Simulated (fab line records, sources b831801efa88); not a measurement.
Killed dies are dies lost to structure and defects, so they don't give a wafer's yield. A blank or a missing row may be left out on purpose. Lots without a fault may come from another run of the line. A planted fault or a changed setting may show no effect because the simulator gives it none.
Which tool did it? | flow sky130 | 6 lots, 18 wafers sampled, at 1 step of a route of 708

WHAT THE GAUGES READ, wafer by wafer
SKY_LI_CONTACT_THK_MEAS_23: measures by xrf.
lot  | measured     | on            | LI_CONTACT_W_THK (nm)
L594 | day 30 12:29 | film_metro-01 | 394 392 393
L597 | day 31 16:10 | film_metro-02 | 404 399 401
L600 | day 32 10:16 | film_metro-03 | 383 395 389
L603 | day 33 08:54 | film_metro-01 | 394 392 394
L607 | day 35 00:46 | film_metro-03 | 400 399 400
L609 | day 35 02:01 | film_metro-01 | 396 399 400

WHICH TOOL RAN EACH LOT (tool, then ch and the chambers of the sampled wafers, then the start)
The record holds no process step before these readings.

THE ANSWER, worked out from the rows above alone
Rule: what is usual is taken from the lots themselves. Put in order of their means at a reading, lots are off if they are a third of the lots or fewer, leave a main group of 4 or more, and stand apart from it by a gap of 3 or more times the standard deviation of the main group's means; of several such gaps the widest counts. A main group whose means are all the same, to the digits that the tables above print for the reading, isn't used. A lot without any number at a reading at which 4 lots or more have one is off too. The other lots that the step has rows for count as sound.
No lot is off at any reading shown: from this, nothing can be told.

WHAT THE SIMULATOR HAD PUT IN
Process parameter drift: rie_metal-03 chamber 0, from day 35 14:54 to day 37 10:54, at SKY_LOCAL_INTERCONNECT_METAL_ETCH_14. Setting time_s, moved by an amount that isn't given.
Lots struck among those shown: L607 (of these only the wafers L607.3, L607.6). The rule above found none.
